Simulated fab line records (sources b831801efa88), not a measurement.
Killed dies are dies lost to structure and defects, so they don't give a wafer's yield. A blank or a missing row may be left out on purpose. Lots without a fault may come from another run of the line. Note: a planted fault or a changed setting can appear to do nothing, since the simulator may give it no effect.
Matching of chambers	flow sky130	4 sister chambers for SKY_VIA3_ETCH_15 on rieDiel-03
The step etches SiO2 in C4F8/O2/Ar, stops on TiN, target depth 507 nm, time 78 s. 4 wafers are shown with their chamber, then 9 later ones without.

## WAFERS PAIRED WITH THEIR CHAMBERS
wafer	chamber	oesProductAu (a.u.)
L077.4	3	0.940
L081.5	2	0.943
L089.3	0	0.944
L089.6	1	0.945

## WAFERS WHOSE CHAMBER IS MISSING
wafer	oesProductAu (a.u.)
L091.2	0.952
L091.3	0.950
L091.6	0.948
L094.1	0.950
L094.3	0.940
L094.5	0.941
L097.1	0.940
L097.4	0.948
L097.5	0.942

## WHICH CHAMBER EACH ONE RAN IN
wafer	from the rows above	in truth
L091.2	can't be placed: 1 or 0 or 2 or 3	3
L091.3	can't be placed: 1 or 0 or 2 or 3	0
L091.6	can't be placed: 1 or 0 or 2 or 3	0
L094.1	can't be placed: 1 or 0 or 2 or 3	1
L094.3	can't be placed: 3 or 2 or 0 or 1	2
L094.5	can't be placed: 3 or 2 or 0 or 1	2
L097.1	can't be placed: 3 or 2 or 0 or 1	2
L097.4	can't be placed: 1 or 0 or 2 or 3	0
L097.5	can't be placed: 2 or 0 or 3 or 1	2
Correctly placed: 0 of 9. Can't be placed from these rows: 9 (the true chamber is among the candidates in 9). Placed wrongly: 0.
How it was worked out, from the rows above alone: a wafer's distance from a chamber is the root of the sum, over the readings, of the square of ((its reading less the chamber's mean) divided by the reading's scatter). The wafer belongs to the nearest chamber; if the next one is less than 2 further off, it can't be placed. For every chamber, the mean is computed from those of its wafers that are shown. The scatter (one wafer shown for each chamber): square how far every hidden wafer sits from the nearest shown wafer, average those squares and take the square root.
